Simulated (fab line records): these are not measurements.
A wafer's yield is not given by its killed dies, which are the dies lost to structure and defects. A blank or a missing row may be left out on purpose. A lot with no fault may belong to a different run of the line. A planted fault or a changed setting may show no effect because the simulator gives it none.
fab line records | flow sky130
record lots=5 wafers=15 lastDay=50
route steps=708 shown POLY_GATE@219 PAD_OPEN@708
lots that met no fault: taken from a fault-free run of the same line
startH: hours from the record's first day to the start of the lot's first wafer shown | waitH: hours since the lot's step before | " the same as in the row above | L1.1+2: several wafers, shown together as one row | - no value, or no start was given | * or withheld: withheld | < > ~ a bound
route shown NAME@n: names a module that has steps shown in the file, with the first one's number in the route | usual: mean and standard deviation over wafers with no fault | same: alike in all rows | chamber/n: place in a boat | sites: per-site readings | _std_site: the values' standard deviation | _edge_site: outer sites' mean less inner sites' | radiusMm: how far each site lies from the wafer's centre | mask NAME#n: copy n | behind: the tool/chamber that last shaped the wafer | hold: reason for holding the lot/hours on hold/outcome of the hold | device: whichever transistor did not switch (one of n, p or np) | end of line: the tests these same wafers got at the end of their route | step lacking rows: just its recipe | killed: the dies lost at the first sort to structure and to defects; this is not the yield of the wafer | map: dies across one wafer; x = killed, . = not, _ = none there
set.NAME: setting as actually run; set.NAME@STEP: the setting as run at that earlier step | model.NAME: the simulator's own value behind a step, which no gauge read
lots at some steps of the route; a table a step, a row a wafer
services: a tool's chamber out of use, with start hour (startH, from the record's first day; less than 0 if before it), hours out, and reason
## steps
# step SKY_POLY_GATE_DEHYDRATE_05
# recipe tempC=200 timeS=60
# step SKY_POLY_GATE_HMDS_06
# recipe primeTimeS=60 primeTempC=120
# step SKY_POLY_GATE_COAT_07
# recipe resist=BARC tempC=withheld timeS=withheld spinRpm=3000 resistThkNm=112.1
# step SKY_POLY_GATE_COAT_08
# recipe resist=KrF-thick spinRpm=3000 resistThkNm=450
# step SKY_POLY_GATE_SOFTBAKE_09
# recipe tempC=100 timeS=90 resist=KrF-thick
# step SKY_POLY_GATE_EXPOSE_10
# recipe maskId=P1M na=0.68 sourceShape=conventional sigmaOuter=0.6 targetCdNm=150 doseMj=28
# step SKY_POLY_GATE_PEB_11
# recipe pebTempC=withheld pebTimeS=withheld resist=KrF-thick
# step SKY_POLY_GATE_DEVELOP_12
# recipe developTimeS=60 resist=KrF-thick devTempC=21
# step SKY_POLY_GATE_CD_MEAS_13
# recipe targetCdNm=150
# usual cdNm=149.8/1.3
# columns lot.wafer tool chamber startH waitH cdNm
L195.3 cdSem-02 - 381.11 - 150.9
L195.4 " - " " 150.5
L195.6 " - " " 148.3
L207.1 cdSem-01 - 477.52 - 146.8
L207.3 " - " " 146.5
L207.6 " - " " 148.4
L214.2 cdSem-01 - 530.34 - 149.1
L214.3 " - " " 149.9
L214.6 " - " " 150.4
L215.1 cdSem-01 - 540.59 - 148.9
L215.2 " - " " 150.8
L215.4 " - " " 150.1
L217.2 cdSem-02 - 549.13 - 150.9
L217.5 " - " " 151.9
L217.6 " - " " 151.7
# step SKY_POLY_GATE_OVL_MEAS_14
# usual POLY_GATE_OVL=0/5.9
# columns lot.wafer tool chamber startH waitH POLY_GATE_OVL[nm]
L195.3 overlay-02 - 381.20 0.1 2
L195.4 " - " " 12
L195.6 " - " " 9
L207.1 overlay-01 - 477.64 0.1 0
L207.3 " - " " 0
L207.6 " - " " 2
L214.2 overlay-02 - 530.44 0.1 -9
L214.3 " - " " -8
L214.6 " - " " -6
L215.1 overlay-02 - 540.71 0.1 -1
L215.2 " - " " 1
L215.4 " - " " 3
L217.2 overlay-02 - 549.24 0.1 6
L217.5 " - " " 0
L217.6 " - " " 0
# step SKY_POLY_GATE_ETCH_15
# recipe chemistry=N2/H2 target=BARC ionEnergyEv=200 sourceW=500 biasW=100 pressureMtorr=30.78 n2FlowSccm=100 h2FlowSccm=200 stopOn=SiO2 timeS=118.5 targetDepthA=1100
# usual biasW=100.0/0.31 drypumpMotorCurrentA=5.8/0.47 oesProductAu=0.723/0.0044 runLengthS=147.1/0.5 throttleValvePct=13.018/0.0089
# same timeS=118.5
# columns lot.wafer tool chamber startH waitH biasW drypumpMotorCurrentA oesProductAu rfHoursCounterH runLengthS throttleValvePct
L195.3 rieDiel-02 2 381.22 0.0 99.9 5.8 0.727 9 146.9 13.017
L195.4 " 0 " " 100.2 6.0 0.726 59 147.0 13.024
L195.6 " 0 " " 99.8 6.1 0.732 - 147.5 13.021
L207.1 rieDiel-03 3 477.67 0.0 99.5 5.9 0.724 69 147.4 13.013
L207.3 " 1 " " 100.1 6.0 0.726 12 147.3 12.998
L207.6 " 0 " " 99.9 6.4 0.724 - 147.7 13.023
L214.2 rieDiel-03 0 530.47 0.0 100.3 6.4 0.731 14 147.2 13.018
L214.3 " 3 " " 100.4 5.9 0.723 69 147.5 13.021
L214.6 " 3 " " 99.8 5.9 0.719 - 147.8 13.020
L215.1 rieDiel-04 2 540.74 0.0 99.5 4.8 0.722 4 147.4 13.019
L215.2 " 0 " " 99.9 5.5 0.725 4 146.3 13.020
L215.4 " 3 " " 99.7 5.8 0.715 18 147.6 13.017
L217.2 rieDiel-03 0 549.27 0.0 100.1 6.4 0.733 14 147.2 13.011
L217.5 " 1 " " 100.1 6.0 0.720 - 147.6 13.020
L217.6 " 0 " " 99.9 6.4 0.718 - 147.6 13.010
# step SKY_POLY_GATE_ETCH_16
# recipe stopOn=poly-Si chemistry=CH3F/O2 target=Si3N4 sourceW=400 biasW=80 pressureMtorr=25 ch3fFlowSccm=40 O2_flow_sccm=30 timeS=147.5 targetDepthA=750
# usual biasW=80.03/0.24 drypumpMotorCurrentA=5.8/0.46 oesProductAu=0.641/0.005 runLengthS=176.1/0.49 throttleValvePct=10.535/0.0088
# same timeS=147.5
# columns lot.wafer tool chamber startH waitH biasW drypumpMotorCurrentA oesProductAu rfHoursCounterH runLengthS throttleValvePct
L195.3 rieDiel-02 2 381.31 0.0 79.95 5.8 0.646 9 176.1 10.530
L195.4 " 0 " " 79.44 6.0 0.653 59 176.1 10.553
L195.6 " 0 " " 80.13 6.0 0.641 - 176.1 10.527
L207.1 rieDiel-03 3 477.76 0.0 79.82 5.9 0.638 69 176.5 10.525
L207.3 " 1 " " 80.22 6.0 0.643 12 176.4 10.542
L207.6 " 0 " " 80.41 6.4 0.632 - 176.2 10.526
L214.2 rieDiel-03 0 530.56 0.0 80.01 6.4 0.639 14 176.6 10.522
L214.3 " 3 " " 80.04 5.9 0.635 70 176.5 10.546
L214.6 " 3 " " 79.83 5.9 0.647 - 176.5 10.528
L215.1 rieDiel-04 2 540.83 0.0 80.00 4.7 0.646 4 176.8 10.540
L215.2 " 0 " " 79.73 5.6 0.645 4 175.1 10.534
L215.4 " 3 " " 79.73 5.8 0.642 18 176.2 10.546
L217.2 rieDiel-03 0 549.35 0.0 80.40 6.4 0.638 14 176.6 10.547
L217.5 " 1 " " 79.88 6.0 0.647 - 176.2 10.540
L217.6 " 0 " " 79.97 6.4 0.645 - 176.3 10.546
# step SKY_POLY_GATE_ETCH_17
# recipe targetDepthNm=180 stopOn=SiO2 overEtchFrac=0.56667 chemistry=HBr/Cl2 target=poly-Si icpW=400 biasW=100 pressureMtorr=10 HBr_flow_sccm=150 Cl2_flow_sccm=50 timeS=70.5
# usual biasW=100.0/0.31 drypumpMotorCurrentA=6.0/0.47 oesProductAu=0.984/0.0073 runLengthS=99.0/0.38 throttleValvePct=33.685/0.0093
# columns lot.wafer tool chamber startH waitH biasW drypumpMotorCurrentA oesProductAu rfHoursCounterH runLengthS throttleValvePct model.POLY_GATE.featureDepthNm model.etch.depthNm model.KrF-thick_of_POLY_GATE_COAT_08.thkNm
L195.3 rieSi-01 3 381.41 0.0 100.3 5.8 0.981 59 98.8 33.685 176.6 176.6 146.3
L195.4 " 1 " " 100.1 5.5 0.991 1 99.7 33.685 180.3 180.3 140.4
L195.6 " 0 " " 99.9 6.2 0.972 - 98.5 33.696 175.9 175.9 143.8
L207.1 rieSi-02 1 477.86 0.0 99.7 6.0 0.978 28 99.4 33.682 178 178 140.9
L207.3 " 2 " " 99.9 5.6 0.984 7 99.2 33.683 176.8 176.8 139.7
L207.6 " 2 " " 100.0 5.6 0.982 - 99.3 33.683 177.2 177.2 145.3
L214.2 rieSi-01 1 530.65 0.0 99.7 5.6 0.986 2 99.2 33.658 181.6 181.6 136.7
L214.3 " 2 " " - 5.2 1.014 0 85.6 33.689 146.6 146.6 155.4
L214.6 " 2 " " - 5.2 1.004 - 85.5 33.688 147.3 147.3 154.8
L215.1 rieSi-02 2 540.92 0.0 99.5 5.7 0.988 7 99.8 33.681 177.6 177.6 134.5
L215.2 " 1 " " 99.8 6.0 0.990 28 99.1 33.694 179.4 179.4 137.1
L215.4 " 0 " " 99.9 6.5 0.987 22 98.5 33.694 177.3 177.3 139.5
L217.2 rieSi-02 1 549.45 0.0 100.2 6.0 0.984 28 98.9 33.708 178 178 140.4
L217.5 " 3 " " 99.9 6.7 0.983 - 98.5 33.699 178.2 178.2 137.7
L217.6 " 2 " " 99.4 5.6 0.985 - 99.1 33.680 176.6 176.6 140.8
# step SKY_POLY_GATE_STRIP_18
# recipe chemistry=O2/N2 powerW=1400 pressureMtorr=1500 platenTempC=withheld o2FlowSccm=3000 n2FlowSccm=300 overashFraction=0.5
# usual drypumpMotorCurrentA=5.89/0.24 oesProductAu=0.363/0.005 stripTimeToEndpointS=3.19/0.041
# columns lot.wafer tool chamber startH waitH drypumpMotorCurrentA oesProductAu rfHoursCounterH stripTimeToEndpointS
L195.3 plasmaAsher-01 0 381.49 0.1 5.71 0.373 - 3.27
L195.4 " 1 " " 5.74 0.368 - 3.21
L195.6 " 0 " " 5.73 0.365 - 3.24
L207.1 plasmaAsher-01 0 477.91 0.0 5.70 0.363 5 3.20
L207.3 " 1 " " 5.76 0.356 - 3.20
L207.6 " 0 " " 5.72 0.364 - 3.25
L214.2 plasmaAsher-02 0 530.71 0.0 6.37 0.363 81 3.15
L214.3 " 1 " " 5.55 0.365 - 3.35
L214.6 " 1 " " 5.53 0.370 - 3.35
L215.1 plasmaAsher-01 1 540.98 0.0 5.73 0.352 11 3.14
L215.2 " 0 " " 5.71 0.367 11 3.16
L215.4 " 1 " " 5.76 0.357 - 3.18
L217.2 plasmaAsher-04 0 549.50 0.0 6.04 0.371 74 3.19
L217.5 " 0 " " 6.03 0.365 - 3.17
L217.6 " 1 " " 5.97 0.358 - 3.21
# step SKY_POLY_GATE_CLEAN_19
# recipe chemistry=SC1/SC2 mix=1:4:20 tempC=70 timeS=150 dry=n2Spin
# step SKY_PAD_OPEN_PROBE_99
# usual killed_at_M0_to_M3=43/7.6 killed_at_M4_up=2.8/1.9 killedAtContacts=24/4.7 killedAtFrontEnd=16/4.4 killedAtOther=0.2/0.4 killedDies=86/9.9 killedOnRim=17/3.9 killedOpen=47/8.2 killedShort=39/6.3
# same grossDies=492 killedAtBackSide=0
# columns lot.wafer tool chamber startH waitH killed_at_M0_to_M3 killed_at_M4_up killedAtContacts killedAtFrontEnd killedAtOther killedDies killedOnRim killedOpen killedShort model.etest.tipSonos.rsOhmSq model.etest.tipN.rsOhmSq model.etest.polyComb.leakLog10AUm
L195.3 prober-02 - 1084.58 0.2 38 5 26 19 0 88 21 45 43 2780 442.4 -12.47
L195.4 prober-02 - 1084.63 0.2 49 2 37 19 0 107 17 58 49 2779 440 -12.54
L195.6 prober-02 - 1084.73 0.2 45 3 15 24 0 87 18 46 41 2831 443.7 -12.4
L207.1 prober-01 - 1148.73 0.1 30 6 19 14 0 69 15 37 32 2832 446.9 -12.53
L207.3 prober-01 - 1148.83 0.2 40 5 18 14 0 77 18 37 40 2862 445.9 -12.54
L207.6 prober-01 - 1148.98 0.2 32 1 27 21 0 81 14 36 45 2865 443.5 -12.52
L214.2 prober-02 - 1179.35 0.1 52 2 24 11 0 89 20 60 29 2808 438.1 -12.6
L214.3 prober-02 - 1179.40 0.2 41 3 23 18 1 86 26 41 45 2984 443.7 -11.73
L214.6 prober-02 - 1179.55 0.2 44 1 20 17 0 82 11 49 33 3016 442.5 -11.23
L215.1 prober-01 - 1181.66 0.1 40 4 33 10 0 87 20 45 42 2708 441.4 -12.48
L215.2 prober-01 - 1181.71 0.1 33 3 22 19 0 77 15 37 40 2767 440.1 -12.44
L215.4 prober-01 - 1181.81 0.2 40 3 28 16 1 88 12 54 34 2730 440 -12.52
L217.2 prober-01 - 1189.39 0.1 44 1 29 8 0 82 18 45 37 2726 442.8 -12.44
L217.5 prober-01 - 1189.54 0.2 34 2 34 15 0 85 16 54 31 2740 440.4 -12.6
L217.6 prober-01 - 1189.59 0.2 62 4 24 14 0 104 21 49 55 2751 441.1 -12.53
# killed by level:class
L195.3 VIA1:geometricParticle:open=11 LI_CONTACT:geometricParticle:open=9 METAL2:geometricParticle:short=7 POLY_GATE:geometricParticle:open=7 METAL1:geometricParticle:short=7 LOCAL_INTERCONNECT:geometricParticle:short=6 METAL4:geometricParticle:short=5 FIELD_ISO:geometricParticle:short=4
L195.4 VIA1:geometricParticle:open=14 CONTACT:geometricParticle:open=10 LI_CONTACT:geometricParticle:open=9 METAL1:geometricParticle:short=8 FIELD_ISO:geometricParticle:short=7 VIA1:geometricParticle:short=7 CONTACT:geometricParticle:short=7 VIA2:geometricParticle:open=6
L195.6 VIA3:geometricParticle:open=11 METAL1:geometricParticle:short=10 LI_CONTACT:geometricParticle:open=10 FIELD_ISO:geometricParticle:open=7 FIELD_ISO:geometricParticle:short=6 VIA1:geometricParticle:short=5 VIA2:geometricParticle:open=5 POLY_GATE:geometricParticle:short=4
L207.1 LI_CONTACT:geometricParticle:open=8 VIA1:geometricParticle:open=7 CONTACT:geometricParticle:short=5 FIELD_ISO:geometricParticle:open=4 METAL4:geometricParticle:short=4 VIA3:geometricParticle:open=4 VIA2:geometricParticle:open=4 VIA1:geometricParticle:short=4
L207.3 FIELD_ISO:geometricParticle:short=6 CONTACT:geometricParticle:open=6 VIA2:geometricParticle:short=6 VIA1:geometricParticle:open=6 VIA3:geometricParticle:open=6 VIA1:geometricParticle:short=5 FIELD_ISO:geometricParticle:open=4 LI_CONTACT:geometricParticle:open=4
L207.6 FIELD_ISO:geometricParticle:short=11 CONTACT:geometricParticle:open=10 METAL2:geometricParticle:short=7 LI_CONTACT:geometricParticle:open=6 FIELD_ISO:geometricParticle:open=5 VIA1:geometricParticle:short=5 CONTACT:geometricParticle:short=5 VIA1:geometricParticle:open=5
L214.2 CONTACT:geometricParticle:open=12 VIA1:geometricParticle:open=12 VIA2:geometricParticle:open=9 VIA3:geometricParticle:open=8 POLY_GATE:geometricParticle:open=5 METAL2:geometricParticle:short=5 LI_CONTACT:geometricParticle:open=4 VIA1:geometricParticle:short=4
L214.3 VIA1:geometricParticle:open=9 CONTACT:geometricParticle:open=7 CONTACT:geometricParticle:short=7 METAL1:geometricParticle:short=6 VIA2:geometricParticle:open=6 VIA3:geometricParticle:open=6 FIELD_ISO:geometricParticle:short=5 POLY_GATE:geometricParticle:short=5
L214.6 VIA1:geometricParticle:open=11 VIA3:geometricParticle:open=9 VIA2:geometricParticle:open=8 CONTACT:geometricParticle:open=7 FIELD_ISO:geometricParticle:open=6 VIA1:geometricParticle:short=6 FIELD_ISO:geometricParticle:short=5 LOCAL_INTERCONNECT:geometricParticle:short=5
L215.1 CONTACT:geometricParticle:open=14 VIA1:geometricParticle:open=9 CONTACT:geometricParticle:short=8 METAL1:geometricParticle:short=7 VIA2:geometricParticle:short=6 METAL3:geometricParticle:short=5 VIA3:geometricParticle:open=5 LI_CONTACT:geometricParticle:open=4
L215.2 CONTACT:geometricParticle:open=9 VIA1:geometricParticle:open=8 FIELD_ISO:geometricParticle:short=5 FIELD_ISO:geometricParticle:open=5 POLY_GATE:geometricParticle:short=5 METAL2:geometricParticle:short=5 VIA3:geometricParticle:open=5 LI_CONTACT:geometricParticle:open=4
L215.4 VIA1:geometricParticle:open=14 LI_CONTACT:geometricParticle:open=9 CONTACT:geometricParticle:open=8 VIA2:geometricParticle:open=6 VIA1:geometricParticle:short=6 POLY_GATE:geometricParticle:open=6 CONTACT:geometricParticle:short=6 LOCAL_INTERCONNECT:geometricParticle:short=5
L217.2 CONTACT:geometricParticle:open=14 VIA1:geometricParticle:open=11 METAL2:geometricParticle:short=11 CONTACT:geometricParticle:short=5 VIA3:geometricParticle:open=5 LI_CONTACT:geometricParticle:open=4 LOCAL_INTERCONNECT:geometricParticle:short=4 METAL1:geometricParticle:short=4
L217.5 CONTACT:geometricParticle:open=11 VIA1:geometricParticle:open=11 LI_CONTACT:geometricParticle:open=8 FIELD_ISO:geometricParticle:open=7 CONTACT:geometricParticle:short=7 VIA3:geometricParticle:open=6 LOCAL_INTERCONNECT:geometricParticle:short=5 VIA2:geometricParticle:open=4
L217.6 VIA3:geometricParticle:open=11 METAL2:geometricParticle:short=11 VIA1:geometricParticle:open=10 CONTACT:geometricParticle:open=8 CONTACT:geometricParticle:short=6 METAL1:geometricParticle:short=6 VIA3:geometricParticle:short=5 VIA1:geometricParticle:short=5
## services
# columns tool chamber startH hours kind
rieSi-02 2 364.75 11.4 repair
rieDiel-04 - 374.93 9.3 repair
rieSi-01 - 376.12 0.5 repair
rieSi-02 2 385.15 5.3 repair
rieDiel-02 1 392.26 12.6 repair
rieDiel-02 - 398.93 14.6 pm
rieDiel-03 2 408.25 4.1 repair
rieDiel-04 3 411.40 2.0 repair
plasmaAsher-01 - 421.25 9.0 pm
rieDiel-04 0 424.31 6.8 repair
rieSi-01 - 438.96 15.6 pm
rieSi-02 1 442.77 2.8 repair
plasmaAsher-01 - 447.72 1.9 repair
rieDiel-02 - 451.15 0.6 repair
rieDiel-03 1 452.84 7.8 repair
rieDiel-02 2 467.93 4.6 repair
rieSi-01 2 485.37 8.7 repair
rieDiel-04 - 494.10 2.8 pm
rieSi-01 2 498.42 6.7 repair
rieSi-02 2 520.89 4.8 repair
plasmaAsher-01 - 527.99 2.6 repair
rieDiel-03 - 528.77 0.2 repair
rieDiel-04 - 531.25 0.6 repair
rieDiel-02 0 545.75 4.5 repair
## key
firstSign step=SKY_POLY_GATE_ETCH_17 reading=runLengthS direction=down sigmas=35 usual=* struck=*
effect step=SKY_POLY_GATE_STRIP_18 reading=stripTimeToEndpointS direction=up sigmas=3.9 usual=* struck=*
modelEffect step=SKY_POLY_GATE_ETCH_17 value=POLY_GATE.featureDepthNm without=181.3 struck=147
modelEffect step=SKY_PAD_OPEN_PROBE_99 value=etest.tipSonos.rsOhmSq without=2824 struck=3000
metAt SKY_POLY_GATE_ETCH_17
struckWafers L214.3,L214.6
testerLeftOut L214
fault kind=processParameterDrift tool=rieSi-01 chamber=2 onsetH=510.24 steps=SKY_POLY_GATE_ETCH_17 channel=timeS offset=* shape=step endH=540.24 actsIn=* stated=*
# testerLeftOut: of these lots the tester's yield and bins aren't shown, on N5 and GAA mostly nor the transistor test; their killed dies are dies lost to structure and defects alone, not to doping, threshold or leakage, so they don't give the yield
